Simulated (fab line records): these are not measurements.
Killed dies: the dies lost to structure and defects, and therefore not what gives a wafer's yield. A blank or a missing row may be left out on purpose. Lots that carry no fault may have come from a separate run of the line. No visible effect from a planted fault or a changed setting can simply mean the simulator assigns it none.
The tool behind it: which one? | flow gf180mcu | 12 lots, 35 wafers sampled, at 2 steps of a route of 602

WHAT THE GAUGES READ, wafer by wafer
GF_M5_OVL_MEAS_08.
lot  | measured     | on         | M5_OVL (nm)
L809 | day 26 01:48 | overlay-02 | 4 -1 -2
L810 | day 26 12:58 | overlay-02 | 7 0 7
L812 | day 27 01:32 | overlay-02 | -1 -5 -5
L813 | day 27 11:22 | overlay-02 | -6 -5 -8
L815 | day 28 05:15 | overlay-01 | -5 -2 6
L818 | day 29 05:23 | overlay-01 | -9 -3 -6
L819 | day 29 11:30 | overlay-02 | 5 3 4
L824 | day 31 01:02 | overlay-02 | 1 7 -4
L828 | day 32 06:19 | overlay-02 | -6 -1
L829 | day 32 07:51 | overlay-01 | 0 0 2
L830 | day 32 13:55 | overlay-01 | -2 -2 3
L832 | day 32 21:34 | overlay-01 | 9 6 11

TOOL THAT RAN EACH LOT (tool first, then ch and the chambers of the sampled wafers, then the start)
lot  | GF_V3_SPUTTER_21
L809 | pvd-sputter-02, day 22 05:06
L810 | pvd-sputter-04, day 22 15:53
L812 | pvd-sputter-02, day 23 07:22
L813 | pvd-sputter-04, day 23 18:43
L815 | pvd-sputter-02, day 24 14:02
L818 | pvd-sputter-04, day 25 16:20
L819 | pvd-sputter-03, day 25 23:30
L824 | pvd-sputter-03, day 27 16:17
L828 | pvd-sputter-04, day 29 02:23
L829 | pvd-sputter-02, day 29 04:19
L830 | pvd-sputter-02, day 29 10:29
L832 | pvd-sputter-03, day 29 20:10
- GF_V3_SPUTTER_21: material Ti, target thk 15 nm, time 80.02 s.

WHAT THE TOOLS THEMSELVES READ (means of the sampled wafers that have a number; where no wafer has one, the mark that the record gives instead)
GF_V3_SPUTTER_21.
lot  | tool           | throttle-valve-pct (%)
L809 | pvd-sputter-02 | 29.1
L810 | pvd-sputter-04 | 30.6
L812 | pvd-sputter-02 | 28.9
L813 | pvd-sputter-04 | 30.0
L815 | pvd-sputter-02 | 29.1
L818 | pvd-sputter-04 | 30.9
L819 | pvd-sputter-03 | 29.7
L824 | pvd-sputter-03 | 29.8
L828 | pvd-sputter-04 | 29.0
L829 | pvd-sputter-02 | 30.0
L830 | pvd-sputter-02 | 29.8
L832 | pvd-sputter-03 | 30.5

THE ANSWER, worked out from the rows above alone
Rule: the lots themselves supply what counts as usual. Put in order of their means at a reading, lots are off if they are a third of the lots or fewer, leave a main group of 4 or more, and stand apart from it by a gap of 3 or more times the standard deviation of the main group's means; of several such gaps the widest counts. A main group whose means are all the same, to the digits that the tables above print for the reading, isn't used. Also off: a lot with no number at a reading for which 4 or more lots have one. Any other lot the step has rows for is counted as sound. Order of review: gauges by route order, followed by the tools' own readings, for which a lot's mean as printed above is used. The first step at which some lot is off is used, and at that step the reading that is off furthest; a lot without a number counts as furthest.
Nothing can be told from this: no lot is off at any reading shown.

WHAT THE SIMULATOR PUT IN
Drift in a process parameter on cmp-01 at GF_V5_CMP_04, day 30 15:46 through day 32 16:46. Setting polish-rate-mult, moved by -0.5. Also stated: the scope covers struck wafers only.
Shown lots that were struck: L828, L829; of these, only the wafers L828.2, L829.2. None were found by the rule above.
